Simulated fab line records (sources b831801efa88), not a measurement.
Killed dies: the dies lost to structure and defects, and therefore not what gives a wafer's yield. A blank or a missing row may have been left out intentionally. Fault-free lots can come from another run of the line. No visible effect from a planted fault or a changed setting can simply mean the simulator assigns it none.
Which tool was responsible? || flow sky130 || 33 wafers from 11 lots sampled at 3 of the route's 708 steps

WHAT THE GAUGES READ, wafer by wafer
SKY_LI_CONTACT_RS_MEAS_22: uses a four-point probe to measure.
{"lot": "L109", "measured": "day 30 12:38", "on": "film_metro-01", "LI_CONTACT_W_RS (ohm/sq)": "0.284 0.283 0.290"}
{"lot": "L113", "measured": "day 31 19:08", "on": "film_metro-04", "LI_CONTACT_W_RS (ohm/sq)": "0.289 0.287 0.279"}
{"lot": "L114", "measured": "day 32 03:04", "on": "film_metro-02", "LI_CONTACT_W_RS (ohm/sq)": "0.217 0.217 0.217"}
{"lot": "L115", "measured": "day 32 12:49", "on": "film_metro-01", "LI_CONTACT_W_RS (ohm/sq)": "0.220 0.287 0.219"}
{"lot": "L122", "measured": "day 34 13:07", "on": "film_metro-02", "LI_CONTACT_W_RS (ohm/sq)": "0.292 0.287 0.292"}
{"lot": "L123", "measured": "day 34 18:50", "on": "film_metro-04", "LI_CONTACT_W_RS (ohm/sq)": "0.282 0.283 0.283"}
{"lot": "L124", "measured": "day 35 06:10", "on": "film_metro-02", "LI_CONTACT_W_RS (ohm/sq)": "0.277 0.278 0.277"}
{"lot": "L125", "measured": "day 35 09:24", "on": "film_metro-01", "LI_CONTACT_W_RS (ohm/sq)": "0.278 0.278 0.280"}
{"lot": "L126", "measured": "day 35 17:14", "on": "film_metro-01", "LI_CONTACT_W_RS (ohm/sq)": "0.284 0.288 0.285"}
{"lot": "L128", "measured": "day 36 08:47", "on": "film_metro-01", "LI_CONTACT_W_RS (ohm/sq)": "0.287 0.293 0.286"}
{"lot": "L129", "measured": "day 36 13:04", "on": "film_metro-04", "LI_CONTACT_W_RS (ohm/sq)": "0.290 0.291 0.290"}

EACH LOT AND THE TOOL THAT RAN IT (in order: tool; ch and the chambers of the sampled wafers; start)
{"lot": "L109", "SKY_LI_CONTACT_STRIP_16": "plasma_asher-02 ch 0,1, day 30 12:04", "SKY_LI_CONTACT_CVD_21": "cvd_w-02 ch 0,1, day 30 12:29"}
{"lot": "L113", "SKY_LI_CONTACT_STRIP_16": "plasma_asher-02 ch 0, day 31 18:34", "SKY_LI_CONTACT_CVD_21": "cvd_w-02 ch 0,1, day 31 18:59"}
{"lot": "L114", "SKY_LI_CONTACT_STRIP_16": "plasma_asher-02 ch 0,1, day 32 02:31", "SKY_LI_CONTACT_CVD_21": "cvd_w-01 ch 0,1, day 32 02:56"}
{"lot": "L115", "SKY_LI_CONTACT_STRIP_16": "plasma_asher-02 ch 1, day 32 12:16", "SKY_LI_CONTACT_CVD_21": "cvd_w-01 ch 0,1, day 32 12:41"}
{"lot": "L122", "SKY_LI_CONTACT_STRIP_16": "plasma_asher-04 ch 0,1, day 34 12:34", "SKY_LI_CONTACT_CVD_21": "cvd_w-02 ch 0,1, day 34 12:59"}
{"lot": "L123", "SKY_LI_CONTACT_STRIP_16": "plasma_asher-02 ch 1, day 34 18:16", "SKY_LI_CONTACT_CVD_21": "cvd_w-01 ch 0,1, day 34 18:41"}
{"lot": "L124", "SKY_LI_CONTACT_STRIP_16": "plasma_asher-02 ch 0,1, day 35 05:37", "SKY_LI_CONTACT_CVD_21": "cvd_w-01 ch 1, day 35 06:02"}
{"lot": "L125", "SKY_LI_CONTACT_STRIP_16": "plasma_asher-01 ch 0,1, day 35 08:50", "SKY_LI_CONTACT_CVD_21": "cvd_w-01 ch 0,1, day 35 09:17"}
{"lot": "L126", "SKY_LI_CONTACT_STRIP_16": "plasma_asher-01 ch 0,1, day 35 16:41", "SKY_LI_CONTACT_CVD_21": "cvd_w-02 ch 0,1, day 35 17:07"}
{"lot": "L128", "SKY_LI_CONTACT_STRIP_16": "plasma_asher-04 ch 0,1, day 36 08:14", "SKY_LI_CONTACT_CVD_21": "cvd_w-02 ch 0,1, day 36 08:40"}
{"lot": "L129", "SKY_LI_CONTACT_STRIP_16": "plasma_asher-02 ch 0,1, day 36 12:29", "SKY_LI_CONTACT_CVD_21": "cvd_w-02 ch 0,1, day 36 12:55"}
- SKY_LI_CONTACT_STRIP_16: strips in O2/N2.
- SKY_LI_CONTACT_CVD_21: deposits W, target thk 400 nm, time 120.56 s.

THE ANSWER, worked out from the rows above alone
Rule: the usual values come from the lots themselves. Put in order of their means at a reading, lots are off if they are a third of the lots or fewer, leave a main group of 4 or more, and stand apart from it by a gap of 3 or more times the standard deviation of the main group's means; of several such gaps the widest counts. Not used: any main group whose means are identical at the precision the tables above print for the reading. Also off: a lot with no number at a reading for which 4 or more lots have one. Any other lot the step has rows for is counted as sound.
Off: L114, L115, at SKY_LI_CONTACT_RS_MEAS_22 (LI_CONTACT_W_RS). Mean 0.285 ohm/sq and standard deviation 0.0044 in the main group.
A tool fits if, at a process step before that reading, it ran every lot that is off, and no sound lot after the first of them. Those tools and the gauges at SKY_LI_CONTACT_RS_MEAS_22 are tried in the same way. No candidate that was tried fits.

WHAT WAS PUT IN BY THE SIMULATOR
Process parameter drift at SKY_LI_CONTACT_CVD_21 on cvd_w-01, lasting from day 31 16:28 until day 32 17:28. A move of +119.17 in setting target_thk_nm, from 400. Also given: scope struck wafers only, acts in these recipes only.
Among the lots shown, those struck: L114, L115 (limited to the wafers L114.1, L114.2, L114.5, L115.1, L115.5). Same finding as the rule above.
